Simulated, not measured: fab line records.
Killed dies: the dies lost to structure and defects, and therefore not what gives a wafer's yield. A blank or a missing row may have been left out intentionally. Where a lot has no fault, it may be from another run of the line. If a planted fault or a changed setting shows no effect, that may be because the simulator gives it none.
2 desks looking at one fault / flow gf180mcu / every desk sees just its own numbers, and what lay behind them comes last

AT THE TOOL OWNER'S DESK: lithoTrack-03
The tool's own readings at GF_V3_PEB_12 (peb time 90 s): means of the sampled wafers that have a number, for each lot that ran on this tool. If a lot's mean is further than 4 standard deviations from the usual mean, the lot is out of limits and carries the mark OUT (the distance appears in the brackets).
Columns: A = heaterPowerTotalW at GF_V3_PEB_12, usual 85.69 W; B = plateTempC at GF_V3_PEB_12, usual 135.04 C; C = resistLineTempC at GF_V3_PEB_12, usual 22.98 C
lot=L643; first seen here=day 22 20:44; A=85.73; B=135.13; C=23.02
lot=L646; first seen here=day 24 00:39; A=85.67; B=135.00; C=23.14
lot=L649; first seen here=day 25 18:20; A=85.69; B=134.98; C=22.91
lot=L650; first seen here=day 26 02:37; A=85.74; B=135.05; C=22.94
lot=L652; first seen here=day 26 18:23; A=85.65; B=134.96; C=23.08
lot=L656; first seen here=day 27 10:11; A=85.67; B=134.99; C=23.14
lot=L659; first seen here=day 28 07:53; A=95.26 (+99 or more) OUT; B=146.44 (+88) OUT; C=22.93
lot=L658; first seen here=day 28 08:51; A=95.28 (+99 or more) OUT; B=146.34 (+87) OUT; C=22.87
This desk's finding: out of limits on L658, L659; first on L659, day 28 07:53 (heaterPowerTotalW at GF_V3_PEB_12). L643, L646, L649, L650, L652, L656: within limits.

THE METROLOGY DESK
What the gauges read for every lot (on any tool): the sampled wafers with a number, averaged. If a lot's mean is further than 4 standard deviations from the usual mean, the lot is out of limits and carries the mark OUT (the distance appears in the brackets).
Columns: A = cdNm at GF_M3_CD_MEAS_14, usual 280.0 nm; B = cdNm at GF_V3_CD_MEAS_14, usual 259.6 nm; C = V3_W_RS at GF_V3_RS_MEAS_24, usual 0.3266 ohm/sq
lot=L643; first seen here=day 21 20:33; A=279.7; B=260.2; C=0.3217
lot=L644; first seen here=day 22 02:11; A=279.0; B=259.8; C=0.3228
lot=L646; first seen here=day 23 00:23; A=279.8; B=258.0; C=0.3261
lot=L647; first seen here=day 23 09:43; A=280.6; B=259.2; C=0.3251
lot=L649; first seen here=day 24 20:01; A=281.7; B=259.6; C=0.3295
lot=L650; first seen here=day 25 04:07; A=281.0; B=259.0; C=0.3284
lot=L652; first seen here=day 25 20:30; A=279.7; B=262.1; C=0.3274
lot=L653; first seen here=day 26 00:49; A=279.5; B=260.5; C=0.3250
lot=L654; first seen here=day 26 06:48; A=282.1; B=259.1; C=0.3273
lot=L656; first seen here=day 26 12:04; A=279.3; B=258.9; C=0.3260
lot=L659; first seen here=day 27 11:23; A=277.8; B=277.7 (+16) OUT; C=0.3293
lot=L658; first seen here=day 27 11:56; A=279.1; B=278.5 (+17) OUT; C=0.3275
This desk's finding: out of limits on L658, L659; first on L659, day 28 08:13 (cdNm at GF_V3_CD_MEAS_14). L643, L644, L646, L647, L649, L650, L652, L653, L654, L656: within limits.

PUT TOGETHER
An alarm could have come from the tool owner's desk at day 28 07:53, on L658, L659.
At day 28 08:13 the metrology desk could have sounded an alarm, on L658, L659.
GF_V3_PEB_12 was run on lithoTrack-03 by each of the lots named.

WHAT WAS PUT IN BY THE SIMULATOR
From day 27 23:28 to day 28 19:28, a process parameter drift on lithoTrack-03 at GF_V3_PEB_12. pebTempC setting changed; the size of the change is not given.
Struck lots among those shown: L658, L659.
Delay (hours) between the fault's onset and each desk's first out-of-limits reading: 8 at the tool owner's desk, 9 at the metrology desk.
